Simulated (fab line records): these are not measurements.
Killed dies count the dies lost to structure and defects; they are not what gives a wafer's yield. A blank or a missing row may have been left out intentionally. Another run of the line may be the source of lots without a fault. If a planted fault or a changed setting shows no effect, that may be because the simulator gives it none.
The tool behind it: which one? | flow gf180mcu | 11 lots, 33 wafers sampled, at 2 steps of a route of 602

== WHAT EACH GAUGE READ, for each wafer ==
GF_M2_RS_MEAS_05: measures by four-point-probe.
lot  | measured     | on            | M2_ALCU_RS (ohm/sq)
L977 | day 18 14:17 | film-metro-03 | 0.0709 0.0701 0.0705
L976 | day 18 18:07 | film-metro-03 | 0.0701 0.0694 0.0694
L978 | day 19 02:15 | film-metro-01 | 0.0694 0.0697 0.0688
L979 | day 19 10:25 | film-metro-03 | 0.0689 0.0691 0.0697
L980 | day 19 13:19 | film-metro-03 | 0.0700 0.0704 0.0704
L989 | day 23 05:35 | film-metro-04 | 0.0704 0.0694 0.0701
L990 | day 23 11:11 | film-metro-04 | 0.0705 0.0706 0.0709
L995 | day 25 11:09 | film-metro-03 | 0.0692 0.0686 0.0694
L997 | day 25 22:13 | film-metro-01 | 0.0696 0.0703 0.0698
L998 | day 26 10:43 | film-metro-04 | 0.0694 0.0691 0.0696
L999 | day 26 17:35 | film-metro-04 | 0.0692 0.0690 0.0694

== EACH LOT AND THE TOOL THAT RAN IT (in order: tool; ch and the chambers of the sampled wafers; start) ==
lot  | GF_M2_SPUTTER_00
L977 | pvd-sputter-04, day 18 14:00
L976 | pvd-sputter-01, day 18 17:53
L978 | pvd-sputter-01, day 19 02:02
L979 | pvd-sputter-01, day 19 10:11
L980 | pvd-sputter-03, day 19 13:06
L989 | pvd-sputter-03, day 23 05:22
L990 | pvd-sputter-04, day 23 10:58
L995 | pvd-sputter-04, day 25 10:56
L997 | pvd-sputter-04, day 25 21:58
L998 | pvd-sputter-04, day 26 10:30
L999 | pvd-sputter-04, day 26 17:22
- GF_M2_SPUTTER_00: material Ti, target thk 37.5 nm, time 150 s.

== THE ANSWER, worked out from the rows above alone ==
Rule: what is usual is taken from the lots themselves. Put in order of their means at a reading, lots are off if they are a third of the lots or fewer, leave a main group of 4 or more, and stand apart from it by a gap of 3 or more times the standard deviation of the main group's means; of several such gaps the widest counts. Not used: any main group whose means are identical at the precision the tables above print for the reading. A lot without any number at a reading at which 4 lots or more have one is off too. Where the step has rows for the other lots, those lots are counted as sound.
No lot is off at any reading shown: from this, nothing can be told.

== WHAT THE SIMULATOR HAD INSERTED ==
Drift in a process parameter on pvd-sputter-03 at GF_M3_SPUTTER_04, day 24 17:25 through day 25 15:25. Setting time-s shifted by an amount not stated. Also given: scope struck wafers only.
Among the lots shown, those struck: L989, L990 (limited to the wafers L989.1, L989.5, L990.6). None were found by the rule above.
